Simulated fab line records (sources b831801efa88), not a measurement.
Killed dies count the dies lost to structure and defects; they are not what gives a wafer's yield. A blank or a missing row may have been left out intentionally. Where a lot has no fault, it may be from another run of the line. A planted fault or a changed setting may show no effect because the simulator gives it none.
Which tool was responsible?	flow sky130	42 wafers from 14 lots sampled at 5 of the route's 708 steps

WHAT THE GAUGES READ, wafer by wafer
SKY_VT_ADJUST_HVTR_TW_MEAS_11.
lot	measured	on	VT_ADJUST_HVTR_TW
L898	day 9 08:53	film metro-02	212.6 213.5 213.0
L899	day 9 14:49	film metro-03	214.0 211.4 213.0
L900	day 10 09:31	film metro-01	215.8 216.3 216.6
L902	day 11 05:08	film metro-01	215.2 216.2 217.9
L903	day 11 14:46	film metro-02	211.8 210.8 211.8
L904	day 11 16:09	film metro-03	211.9 211.5 211.4
L905	day 11 16:39	film metro-01	217.0 216.9 217.5
L906	day 11 21:47	film metro-03	210.4 211.9 210.4
L907	day 12 07:01	film metro-01	217.0 216.2 216.1
L908	day 12 17:52	film metro-03	212.2 211.2 211.3
L909	day 12 19:56	film metro-03	211.3 210.4 211.4
L912	day 13 22:23	film metro-02	212.2 211.8 213.0
L914	day 14 09:31	film metro-01	216.7 217.9 217.9
L915	day 14 13:27	film metro-02	212.8 214.9 212.3

SKY_SONOS_TUNNEL_CD_MEAS_07: target cd 410 nm.
lot	measured	on	cd nm (nm)
L898	day 11 06:30	cd sem-02	412.4 413.9 412.3
L899	day 11 11:55	cd sem-02	409.7 408.8 409.1
L900	day 12 08:22	cd sem-02	411.3 412.6 412.2
L902	day 13 06:29	cd sem-01	411.0 410.9 411.9
L903	day 13 15:22	cd sem-01	413.5 411.7 413.3
L904	day 13 18:29	cd sem-01	407.8 408.1 407.3
L905	day 13 19:26	cd sem-02	412.1 411.7 413.1
L906	day 13 23:34	cd sem-02	411.2 411.9 410.6
L907	day 14 09:00	cd sem-01	409.6 409.5 410.7
L908	day 14 21:13	cd sem-02	409.5 409.0 408.7
L909	day 14 22:52	cd sem-02	410.6 410.9 408.4
L912	day 16 03:37	cd sem-01	408.1 406.2 408.0
L914	day 16 16:11	cd sem-01	409.6 412.3 410.6
L915	day 16 19:58	cd sem-01	411.9 409.7 409.7

SKY_POLY_GATE_THK_MEAS_21.
lot	measured	on	POLY_GATE_OXIDATION_THK (nm)
L898	day 16 13:39	film metro-02	3.94 3.98 4.00
L899	day 16 19:08	film metro-01	3.99 3.96 3.89
L900	day 17 11:41	film metro-02	4.03 3.98 4.00
L902	day 18 15:10	film metro-01	3.94 3.95 3.90
L903	day 19 03:11	film metro-01	3.94 3.93 3.98
L904	day 19 03:11	film metro-02	4.05 3.94 4.01
L905	day 19 06:44	film metro-02	3.99 4.07 4.05
L906	day 19 15:40	film metro-01	4.14 4.01 4.01
L907	day 19 23:31	film metro-01	3.98 3.93 3.92
L908	day 20 19:26	film metro-04	3.95 4.09 4.02
L909	day 20 17:30	film metro-02	4.02 3.99 3.94
L912	day 21 18:43	film metro-02	4.14 4.11 4.05
L914	day 22 08:37	film metro-04	4.08 3.98 3.99
L915	day 22 17:35	film metro-02	4.05 3.98 4.04

SKY_LDD_P_TW_MEAS_11.
lot	measured	on	LDD_P_TW
L898	day 19 02:31	film metro-02	642 641 642
L899	day 19 08:08	film metro-01	658 657 651
L900	day 20 02:46	film metro-01	654 655 652
L902	day 21 06:58	film metro-02	640 640 642
L903	day 21 18:55	film metro-01	656 657 656
L904	day 21 17:49	film metro-01	653 653 657
L905	day 21 21:27	film metro-03	640 639 641
L906	day 22 05:19	film metro-01	649 651 646
L907	day 22 14:07	film metro-03	636 636 635
L908	day 23 11:07	film metro-03	791 786 787
L909	day 23 09:17	film metro-01	656 656 658
L912	day 24 08:42	film metro-03	792 790 790
L914	day 24 21:34	film metro-02	647 648 648
L915	day 25 06:45	film metro-03	636 639 636

WHAT TOOL EACH LOT RAN ON (gives the tool, then ch and the chambers of the sampled wafers, and finally the start)
lot	SKY_LDD_P_IMPLANT_09
L898	implanter-04 ch 0, day 19 02:18
L899	implanter-03 ch 0, day 19 07:54
L900	implanter-03 ch 0, day 20 02:31
L902	implanter-04 ch 0, day 21 06:45
L903	implanter-04 ch 0, day 21 18:40
L904	implanter-02 ch 0, day 21 17:34
L905	implanter-04 ch 0, day 21 21:12
L906	implanter-04 ch 0, day 22 05:04
L907	implanter-04 ch 0, day 22 13:54
L908	implanter-03 ch 0, day 23 10:34
L909	implanter-03 ch 0, day 23 09:02
L912	implanter-03 ch 0, day 24 08:08
L914	implanter-04 ch 0, day 24 21:19
L915	implanter-04 ch 0, day 25 06:30
- SKY_LDD_P_IMPLANT_09

AS READ BY THE TOOLS THEMSELVES (means over the sampled wafers that have a number; for cases with no such wafer, the mark the record gives instead)
The record holds no such reading with a usual standard deviation.

THE ANSWER, worked out from the rows above alone
Rule: the lots themselves supply what counts as usual. Put in order of their means at a reading, lots are off if they are a third of the lots or fewer, leave a main group of 4 or more, and stand apart from it by a gap of 3 or more times the standard deviation of the main group's means; of several such gaps the widest counts. A main group whose means are all the same, to the digits that the tables above print for the reading, isn't used. Also off: a lot with no number at a reading for which 4 or more lots have one. All remaining lots with rows at the step are treated as sound. Order of review: gauges by route order, followed by the tools' own readings, for which a lot's mean as printed above is used. The first step at which some lot is off is used, and at that step the reading that is off furthest; a lot without a number counts as furthest.
Off: at SKY_LDD_P_TW_MEAS_11 (LDD_P_TW), L908, L912. The main group has a mean of 647 with a standard deviation of 7.6.
A tool fits if, at a process step before that reading, it ran every lot that is off, and no sound lot after the first of them. Gauges at SKY_LDD_P_TW_MEAS_11: tried the same way as those tools. One fits: SKY_LDD_P_IMPLANT_09 on implanter-03. A fault onset in the window from L909 (day 23 09:02, its last sound lot) to L908 (day 23 10:34, its first lot off) fits.

WHAT HAD BEEN PUT IN BY THE SIMULATOR
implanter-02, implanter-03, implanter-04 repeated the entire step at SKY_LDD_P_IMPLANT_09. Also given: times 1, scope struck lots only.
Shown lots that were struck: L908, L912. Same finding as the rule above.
